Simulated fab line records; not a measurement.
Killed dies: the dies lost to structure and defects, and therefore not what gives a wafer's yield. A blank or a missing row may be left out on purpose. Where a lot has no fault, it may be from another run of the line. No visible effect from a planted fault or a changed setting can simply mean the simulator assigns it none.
The tool behind it: which one? ; flow gf180mcu ; 13 lots with 39 wafers sampled at 4 steps, on a route of 602 steps

WHAT EACH GAUGE READ, for each wafer
GF_VT_IMPLANT_OVL_MEAS_40. Usual: VT_IMPLANT_03_OVL -0.8 nm, standard deviation 1.3.
lot;measured;on;VT_IMPLANT_03_OVL (nm);flag
L436;day 7 18:31;overlay-01;-3.0 0.1 -1.1;
L437;day 8 03:24;overlay-02;-1.3 0.2 1.4;
L438;day 8 08:30;overlay-01;1.5 -0.8 -1.0;
L440;day 8 20:34;overlay-02;-2.4 -2.1 -1.5;
L441;day 9 05:12;overlay-02;1.4 0.1 1.8;
L443;day 9 18:46;overlay-02;-0.3 -0.1 -0.4;
L444;day 9 23:49;overlay-02;-2.3 -1.8 -1.5;
L445;day 10 11:28;overlay-01;-0.5 -0.5 0.4;
L450;day 11 19:57;overlay-01;-0.2 -1.9 -0.1;
L454;day 12 23:12;overlay-01;-0.4 0.0 -1.2;
L455;day 13 04:00;overlay-02;-0.4 -1.3 -2.6;
L457;day 13 19:45;overlay-02;0.5 0.4 0.8;
L458;day 14 00:49;overlay-02;-2.8 -2.9 -1.9;

GF_VT_IMPLANT_TW_MEAS_43. Usual: VT_IMPLANT_4_TW 695, standard deviation 5.9.
lot;measured;on;VT_IMPLANT_4_TW;flag
L436;day 7 18:48;film metro-02;696 697 695;
L437;day 8 03:41;film metro-04;697 699 701;
L438;day 8 08:47;film metro-02;696 695 696;
L440;day 8 20:51;film metro-02;696 694 695;
L441;day 9 05:29;film metro-02;691 689 687;
L443;day 9 19:03;film metro-04;700 699 696;
L444;day 10 00:06;film metro-04;698 699 702;
L445;day 10 11:45;film metro-04;703 698 703;
L450;day 11 20:14;film metro-01;693 691 692;
L454;day 12 23:29;film metro-01;685 690 691;
L455;day 13 04:17;film metro-04;699 698 699;
L457;day 13 20:02;film metro-02;689 684 686;
L458;day 14 01:07;film metro-01;693 690 693;

GF_POLY_GATE_THK_MEAS_01. Usual: POLY_GATE_CVD_00_THK 199.6 nm, standard deviation 2.3.
lot;measured;on;POLY_GATE_CVD_00_THK (nm);flag
L436;day 8 16:43;film metro-03;201.3 200.3 200.0;
L437;day 9 02:04;film metro-04;199.8 198.8 200.3;
L438;day 9 08:06;film metro-03;199.2 200.4 200.0;
L440;day 9 18:49;film metro-04;202.2 202.6 200.7;
L441;day 10 05:22;film metro-01;205.4 205.5 203.2;
L443;day 10 18:40;film metro-01;200.5 200.8 201.3;
L444;day 10 23:28;film metro-01;202.2 202.8 200.8;
L445;day 11 11:56;film metro-01;196.2 197.1 198.8;
L450;day 12 20:44;film metro-03;196.3 198.4 197.7;
L454;day 14 02:58;film metro-04;266.3 266.6 265.9 266.4 266.7 266.2;OFF
L455;day 14 06:58;film metro-04;268.6 270.2 268.6 268.8 270.0 268.7;OFF
L457;day 14 23:24;film metro-04;265.5 268.8 266.2 265.8 268.9 266.4;OFF
L458;day 15 04:28;film metro-03;199.8 198.2 199.7;

EACH LOT AND THE TOOL THAT RAN IT (in order: tool; ch and the chambers of the sampled wafers; start)
lot;GF_POLY_GATE_CVD_00
L436;lpcvd-01 ch 0, day 8 15:22
L437;lpcvd-02 ch 0, day 9 00:43
L438;lpcvd-01 ch 0, day 9 06:43
L440;lpcvd-02 ch 1, day 9 17:29
L441;lpcvd-02 ch 1, day 10 04:02
L443;lpcvd-02 ch 0, day 10 17:20
L444;lpcvd-02 ch 0, day 10 22:08
L445;lpcvd-01 ch 0, day 11 10:35
L450;lpcvd-01 ch 1, day 12 19:24
L454;lpcvd-02 ch 0, day 14 00:58
L455;lpcvd-02 ch 1, day 14 04:58
L457;lpcvd-02 ch 1, day 14 22:04
L458;lpcvd-01 ch 0, day 15 03:06
- GF_POLY_GATE_CVD_00: deposits poly-Si, target thk 200 nm, time 1200 s.

AS READ BY THE TOOLS THEMSELVES (means over the sampled wafers that have a number; for cases with no such wafer, the mark the record gives instead)
GF_POLY_GATE_CVD_00. Usual: spike tc upper C 619.3 C, standard deviation 1.1; susceptor temp C 619.89 C, standard deviation 0.23.
lot;tool;spike tc upper C (C);susceptor temp C (C);flag
L436;lpcvd-01;619.8;619.59;
L437;lpcvd-02;620.4;619.89;
L438;lpcvd-01;619.4;620.05;
L440;lpcvd-02;618.0;619.72;
L441;lpcvd-02;618.4;619.89;
L443;lpcvd-02;620.4;620.01;
L444;lpcvd-02;619.1;619.97;
L445;lpcvd-01;618.7;620.14;
L450;lpcvd-01;619.0;619.76;
L454;lpcvd-02;618.8;620.11;
L455;lpcvd-02;618.8;620.04;
L457;lpcvd-02;618.0;619.93;
L458;lpcvd-01;619.1;619.83;

THE ANSWER, worked out from the rows above alone
Rule: a lot is off if the mean of its wafers that have a number lies more than 3 standard deviations from the usual mean. A lot without any number at a reading at which 4 lots or more have one is off too. Where the step has rows for the other lots, those lots are counted as sound. First the gauges in route order, then the tools' own readings, where a lot's mean is used as printed above. At the first step where some lot is off, the reading lying furthest off is the one used; lots without a number count as furthest.
Off: L454, L455, L457, seen at GF_POLY_GATE_THK_MEAS_01 (POLY_GATE_CVD_00_THK).
A tool fits if, at a process step before that reading, it ran every lot that is off, and no sound lot after the first of them. The gauges at GF_POLY_GATE_THK_MEAS_01 are tried like those tools. 2 tools fit, lpcvd-02 at GF_POLY_GATE_CVD_00 and film metro-04 at GF_POLY_GATE_THK_MEAS_01, so this cannot tell which one it is.

WHAT THE SIMULATOR PUT IN
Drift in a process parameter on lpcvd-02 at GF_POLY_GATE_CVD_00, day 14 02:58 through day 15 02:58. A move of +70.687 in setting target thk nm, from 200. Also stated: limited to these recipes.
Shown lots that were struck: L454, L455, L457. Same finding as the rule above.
